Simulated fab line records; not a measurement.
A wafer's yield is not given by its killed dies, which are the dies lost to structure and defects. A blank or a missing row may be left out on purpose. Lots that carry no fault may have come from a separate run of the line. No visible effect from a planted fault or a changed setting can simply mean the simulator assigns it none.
A lot that was struck, set against a sound lot / flow gf180mcu / 17 out of 602 route steps
Sound: these wafers, L987.1, L987.4, L987.5. Wafers struck: L976.1, L976.2, L976.5. The cause is given at the end.
For every step that has rows: the tool of each side, followed by ch and its chambers, followed by its first start. Under that, the readings that differ: sound wafers / struck wafers / difference of the means / sigmas: that difference in standard deviations of wafers without a fault.
alike: readings with means less than 2 such deviations apart, plus words and numbers identical on both sides. not compared: withheld readings, readings lacking a value on some wafer, bounds such as >300 that could conceal the same value, and numbers that have no deviation in the record and whose values overlap.
A row with sigmas, a row that says differs or no value, or rows on one side alone: a step with any of these is where the two part. Numbers that don't overlap but have no deviation are shown without sigmas and don't part them. A reading missing from all wafers of one side parts the sides only when that side holds two or more wafers.

first, 4 steps without rows for these wafers: GF_SAB_SOFTBAKE_05 (time 60 s); GF_SAB_EXPOSE_06 (exposes mask SAB, target cd 420 nm); GF_SAB_PEB_07; GF_SAB_DEVELOP_08 (develop time 60 s).
GF_SAB_CD_MEAS_09: target cd 420 nm.
  sound: cdSem-01 at day 21 20:53; struck: cdSem-01 at day 18 04:10
  alike: cdNm
GF_SAB_OVL_MEAS_10:
  sound: overlay-01 at day 21 21:00; struck: overlay-02 at day 18 04:17
  alike: SAB_OVL
GF_SAB_ETCH_11: etches SiO2 in C4F8/O2/Ar, target depth 55 nm, time 8.5 s.
  sound on rieDiel-04 ch 0,2,3, day 21 21:02; struck on rieDiel-02 ch 0,2,3, day 18 04:20
  alike: oesProductAu
  not compared: rfHoursCounterH
then, 1 step without rows for these wafers: GF_SAB_WET_ETCH_12 (etches SiO2 in dHF, target depth 22 nm, time 440 s).
GF_SAB_STRIP_13: strips in O2/N2.
  sound on plasmaAsher-01 ch 0,1, day 21 21:12; struck on plasmaAsher-02 ch 0,1, day 18 04:29
  alike: drypumpMotorCurrentA, heaterPowerW, oesProductAu, stripTimeToEndpointS
  not compared: rfHoursCounterH
then, 2 steps without rows for these wafers: GF_SALICIDE_CLEAN_00 (cleans in SC1/SC2, time 150 s); GF_SALICIDE_WET_ETCH_01 (etches SiO2 in dHF, target depth 5 nm, time 100 s).
GF_SALICIDE_SPUTTER_02: material Co, target thk 10 nm, time 20 s.
  sound: pvdSputter-01 at day 21 21:23; struck: pvdSputter-01 at day 18 04:40
  alike: throttleValvePct
GF_SALICIDE_SPUTTER_03: material TiN, target thk 20 nm, time 16.7 s.
  sound: pvdSputter-01 at day 21 21:25; struck: pvdSputter-01 at day 18 04:42
reading=model.TiN_of_SALICIDE_SPUTTER_03.thkNm (nm); sound=19.79 19.91 20.06; struck=9.518 9.539 9.496; difference=-10.402; sigmas=
  alike: throttleValvePct
GF_SALICIDE_RS_MEAS_04: a four-point-probe measurement.
  sound: filmMetro-03 at day 21 21:26; struck: filmMetro-04 at day 18 05:03
reading=SALICIDE_TIN_RS (ohm/sq); sound=16.7 16.7 16.8; struck=20.4 20.2 20.1; difference=+3.5; sigmas=+11
  not compared: hold
GF_SALICIDE_THK_MEAS_05: measures by xrf.
  sound: filmMetro-03 at day 21 21:34; struck: filmMetro-04 at day 18 09:18
reading=SALICIDE_TIN_THK (nm); sound=19.87 19.93 20.12; struck=9.61 9.57 9.56; difference=-10.39; sigmas=-43
  not compared: hold
GF_SALICIDE_RTA_06: time 30 s.
  the record has rows for the sound wafers here (rtpAnneal-02 ch 0, day 21 21:37) and none for the struck ones
GF_PASSIVATION_PROBE_99:
  the record has rows for the sound wafers here (prober-02, day 34 02:53) and none for the struck ones

## WHERE THEY PART
First at GF_SALICIDE_RS_MEAS_04; last, within this record, at GF_PASSIVATION_PROBE_99.

WHY: what the simulator had put in
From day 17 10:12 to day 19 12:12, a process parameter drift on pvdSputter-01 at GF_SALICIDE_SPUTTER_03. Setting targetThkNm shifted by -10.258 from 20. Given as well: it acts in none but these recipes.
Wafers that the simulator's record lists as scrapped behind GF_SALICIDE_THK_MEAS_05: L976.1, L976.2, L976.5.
